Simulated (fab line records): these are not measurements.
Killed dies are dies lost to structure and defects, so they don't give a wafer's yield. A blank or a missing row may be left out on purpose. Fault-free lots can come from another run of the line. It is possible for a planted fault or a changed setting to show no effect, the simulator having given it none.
fab line records    flow sky130    part 2 of 2: steps 29 to 41 of 41
record: lots: 5  wafers: 15  lastDay: 50
route steps=708 shown VIA3@586 METAL4@598 CAP2M@603
lots untouched by any fault: they come from a run of this same line in which no faults occurred
startH: hours from the record's first day to the start of the lot's first wafer shown    waitH: hours elapsed since this lot's preceding step    " as in the row above    L1.1+2: a single row standing in for several wafers    - value missing, or start not given    * or withheld: withheld    < > ~ a bound
route shown NAME@n: names a module that has steps shown in the file, with the first one's number in the route    usual: the fault-free wafers' mean and standard deviation    same: alike in all rows    chamber/n: place in a boat    sites: per-site readings    _std_site: their standard deviation    _edge_site: inner sites' mean taken away from outer sites' mean    radiusMm: how far each site lies from the wafer's centre    mask NAME#n: copy n    behind: the most recent tool/chamber to have shaped the wafer    hold: the reason the lot was held/the length of the hold in hours/how it ended    device: names the non-switching transistor (n, p or np)    end of line: at the end of the route, the tests of the same wafers    where a step has no rows: the recipe by itself    killed: dies that structure and defects cost at the first sort, which is not the same as the wafer's yield    map: dies across one wafer; x = killed, . = not, _ = none there
set.NAME: the setting the step ran with; set.NAME@STEP: the setting that earlier step ran with    model.NAME: the simulator's own value behind a step, which no gauge read
lots at some steps of the route; a table a step, a row a wafer
services: a tool's chamber out of use, with start hour (startH, from the record's first day; less than 0 if before it), hours out, and reason
== steps ==
step: SKY_CAP2M_DEVELOP_11
recipe: resist: NOVOLAK  developer: TMAH  developTimeS: 60  devTempC: 23
same: developTimeS: 60
lot.wafer   tool           chamber  startH   waitH
L075.3+4+5  lithoTrack-04  0        959.84   0.1
L086.1+4+5  lithoTrack-03  0        1048.00  0.1
L092.3+4+5  lithoTrack-02  0        1087.14  0.1
L095.1+5+6  lithoTrack-03  0        1097.15  0.1
L096.4+5+6  lithoTrack-02  0        1098.96  0.1
step: SKY_CAP2M_OVL_MEAS_12
usual: CAP2M_OVL: -0.3/1.3
lot.wafer  tool        chamber  startH   waitH  CAP2M_OVL[nm]
L075.3     overlay-02  -        959.96   0.1    -1.3
L075.4     "           -        "        "      -1.0
L075.5     "           -        "        "      -0.2
L086.1     overlay-02  -        1048.15  0.1    -0.7
L086.4     "           -        "        "      0.2
L086.5     "           -        "        "      0.3
L092.3     overlay-01  -        1087.25  0.1    0.3
L092.4     "           -        "        "      -1.0
L092.5     "           -        "        "      2.2
L095.1     overlay-01  -        1097.30  0.1    -1.0
L095.5     "           -        "        "      -0.3
L095.6     "           -        "        "      -0.5
L096.4     overlay-01  -        1099.05  0.1    0.9
L096.5     "           -        "        "      1.3
L096.6     "           -        "        "      1.7
step: SKY_CAP2M_METAL_ETCH_13
recipe: targetDepthNm: 220  stopOn: SiO2  chemistry: Cl2/BCl3  target: TiN  pressureMtorr: 10  icpW: 900  biasW: 48.5  Cl2_flow_sccm: 60  bcl3FlowSccm: 30  timeS: 62.9
usual: bcl3FlowSccm: 30.00/0.088  drypumpMotorCurrentA: 5.84/0.28  oesProductAu: 0.943/0.011  throttleValvePct: 21.901/0.011
lot.wafer  tool         chamber  startH   waitH  bcl3FlowSccm  drypumpMotorCurrentA  oesProductAu  rfHoursCounterH  throttleValvePct
L075.3     rieMetal-01  1        960.01   0.0    30.09         5.93                  0.953         -                21.885
L075.4     "            0        "        "      30.06         5.95                  0.927         -                21.921
L075.5     "            1        "        "      29.96         5.93                  0.937         -                21.909
L086.1     rieMetal-03  0        1048.18  0.0    30.01         5.61                  0.959         20               21.902
L086.4     "            1        "        "      29.95         5.98                  0.952         -                21.885
L086.5     "            0        "        "      29.94         5.62                  0.953         -                21.894
L092.3     rieMetal-01  1        1087.30  0.0    30.00         5.94                  0.944         -                21.907
L092.4     "            0        "        "      30.09         5.95                  0.933         -                21.913
L092.5     "            0        "        "      30.01         5.96                  0.933         -                21.910
L095.1     rieMetal-03  1        1097.34  0.0    30.01         5.97                  0.945         20               21.910
L095.5     "            0        "        "      29.99         5.62                  0.952         -                21.883
L095.6     "            1        "        "      29.88         5.96                  0.946         -                21.901
L096.4     rieMetal-04  0        1099.10  0.0    29.89         6.35                  0.938         -                21.915
L096.5     "            1        "        "      29.99         5.36                  0.940         -                21.896
L096.6     "            0        "        "      29.81         6.32                  0.927         -                21.914
step: SKY_CAP2M_STRIP_14
recipe: chemistry: O2/N2  powerW: 1400  pressureMtorr: 1500  platenTempC: withheld  o2FlowSccm: 3000  n2FlowSccm: 300  overashFraction: 0.5
usual: drypumpMotorCurrentA: 5.8/0.49  oesProductAu: 0.710/0.0047  stripTimeToEndpointS: 12.64/0.057
lot.wafer  tool            chamber  startH   waitH  drypumpMotorCurrentA  oesProductAu  rfHoursCounterH  stripTimeToEndpointS
L075.3     plasmaAsher-02  0        960.09   0.1    5.8                   0.700         -                12.68
L075.4     "               1        "        "      6.0                   0.714         -                12.65
L075.5     "               0        "        "      5.8                   0.706         -                12.66
L086.1     plasmaAsher-03  0        1048.26  0.1    6.2                   0.707         97               12.63
L086.4     "               1        "        "      6.2                   0.708         -                12.60
L086.5     "               0        "        "      6.2                   0.719         -                12.62
L092.3     plasmaAsher-02  1        1087.38  0.1    6.0                   0.708         -                12.62
L092.4     "               0        "        "      5.8                   0.704         -                12.64
L092.5     "               0        "        "      5.8                   0.703         -                12.66
L095.1     plasmaAsher-04  0        1097.41  0.1    5.6                   0.703         67               12.60
L095.5     "               1        "        "      4.9                   0.702         -                12.58
L095.6     "               0        "        "      5.6                   0.715         -                12.62
L096.4     plasmaAsher-02  0        1099.18  0.1    5.8                   0.706         -                12.68
L096.5     "               1        "        "      6.0                   0.713         -                12.71
L096.6     "               0        "        "      5.8                   0.715         -                12.67
step: SKY_CAP2M_STRIP_15
recipe: chemistry: postEtchResidueRemover  timeS: 1200  tempC: 72.5
lot.wafer   tool         chamber  startH   waitH
L075.3+4+5  wetBench-01  0        960.16   0.0
L086.1+4+5  wetBench-03  1        1048.36  0.1
L092.3+4+5  wetBench-03  3        1087.52  0.1
L095.1+5+6  wetBench-03  3        1097.51  0.1
L096.4+5+6  wetBench-01  2        1099.25  0.0
step: SKY_CAP2M_CLEAN_16
recipe: chemistry: IPA  timeS: 180  tempC: 25
lot.wafer   tool         chamber  startH   waitH
L075.3+4+5  wetBench-03  1        960.53   0.0
L086.1+4+5  wetBench-02  2        1048.70  0.0
L092.3+4+5  wetBench-02  3        1088.01  0.2
L095.1+5+6  wetBench-01  2        1097.85  0.0
L096.4+5+6  wetBench-02  3        1099.59  0.0
step: SKY_CAP2M_CLEAN_17
recipe: chemistry: O3/DIW  dry: n2Spin
lot.wafer   tool         chamber  startH   waitH
L075.3+4+5  wetBench-02  3        960.59   0.0
L086.1+4+5  wetBench-01  0        1048.77  0.0
L092.3+4+5  wetBench-03  0        1088.26  0.2
L095.1+5+6  wetBench-03  1        1097.91  0.0
L096.4+5+6  wetBench-03  1        1099.66  0.0
step: SKY_METAL4_DEHYDRATE_05
recipe: tempC: 200  timeS: 60
lot.wafer   tool           chamber  startH   waitH
L075.3+4+5  lithoTrack-02  0        971.64   10.9
L086.1+4+5  lithoTrack-02  0        1059.34  10.5
L092.3+4+5  lithoTrack-02  0        1097.19  8.8
L095.1+5+6  lithoTrack-02  0        1107.34  9.3
L096.4+5+6  lithoTrack-04  0        1109.67  9.9
step: SKY_METAL4_HMDS_06
recipe: primeTimeS: 60  primeTempC: 120
same: primeTimeS: 60
lot.wafer   tool           chamber  startH   waitH
L075.3+4+5  lithoTrack-02  0        971.79   0.1
L086.1+4+5  lithoTrack-02  0        1059.49  0.1
L092.3+4+5  lithoTrack-02  0        1097.34  0.1
L095.1+5+6  lithoTrack-02  0        1107.49  0.1
L096.4+5+6  lithoTrack-04  0        1109.82  0.1
step: SKY_METAL4_COAT_07
recipe: resist: BARC  tempC: withheld  timeS: withheld  spinRpm: 3000  resistThkNm: 60
lot.wafer   tool           chamber  startH   waitH
L075.3+4+5  lithoTrack-02  0        971.94   0.1
L086.1+4+5  lithoTrack-02  0        1059.64  0.1
L092.3+4+5  lithoTrack-02  0        1097.49  0.1
L095.1+5+6  lithoTrack-02  0        1107.64  0.1
L096.4+5+6  lithoTrack-04  0        1109.97  0.1
step: SKY_METAL4_COAT_08
recipe: resist: KrF-thick  spinRpm: 3000  resistThkNm: 1140
lot.wafer   tool           chamber  startH  waitH
L075.3+4+5  lithoTrack-02  0        -       -
L086.1+4+5  lithoTrack-02  0        -       -
L092.3+4+5  lithoTrack-02  0        -       -
L095.1+5+6  lithoTrack-02  0        -       -
L096.4+5+6  lithoTrack-04  0        -       -
step: SKY_METAL4_SOFTBAKE_09
recipe: tempC: 100  timeS: 90  resist: KrF-thick
lot.wafer   tool           chamber  startH  waitH
L075.3+4+5  lithoTrack-02  0        -       -
L086.1+4+5  lithoTrack-02  0        -       -
L092.3+4+5  lithoTrack-02  0        -       -
L095.1+5+6  lithoTrack-02  0        -       -
L096.4+5+6  lithoTrack-04  0        -       -
step: SKY_METAL4_EXPOSE_10
recipe: maskId: MM4  na: 0.68  sourceShape: annular  sigmaInner: 0.4  sigmaOuter: 0.8  targetCdNm: 300  doseMj: 28
lot.wafer   tool           chamber  startH  waitH  mask
L075.3+4+5  krfScanner-02  0        -       -      MM4#0
L086.1+4+5  krfScanner-01  0        -       -      MM4#0
L092.3+4+5  krfScanner-01  0        -       -      MM4#0
L095.1+5+6  krfScanner-01  0        -       -      MM4#0
L096.4+5+6  krfScanner-02  0        -       -      MM4#0
== services ==
tool             chamber  startH   hours  kind
pecvd-02         -        912.01   1.0    repair
cmp-01           -        912.18   4.0    pm
pvdSputter-04    -        923.37   1.8    repair
plasmaAsher-03   -        930.92   2.9    repair
ilineStepper-02  -        944.55   1.7    pm
wetBench-04      -        944.78   1.9    repair
ilineStepper-02  -        953.05   6.6    repair
pvdSputter-04    -        978.23   4.6    repair
rieDiel-01       2        982.58   4.0    repair
rieDiel-01       1        984.18   3.6    repair
ilineStepper-02  -        985.11   4.4    pm
pvdSputter-04    -        993.71   3.4    repair
pvdSputter-02    -        998.61   5.5    repair
rieDiel-01       3        999.13   9.9    repair
rieDiel-02       -        1001.13  0.4    repair
pvdSputter-04    -        1023.62  2.4    repair
rieDiel-02       0        1026.80  2.5    repair
plasmaAsher-02   -        1041.96  2.9    repair
rieDiel-01       0        1042.15  14.0   repair
rieDiel-01       1        1043.56  8.6    repair
ilineStepper-02  -        1046.18  5.3    repair
pvdSputter-04    -        1059.55  3.9    repair
pvdSputter-04    -        1061.28  7.2    repair
wetBench-01      -        1062.48  33.5   pm
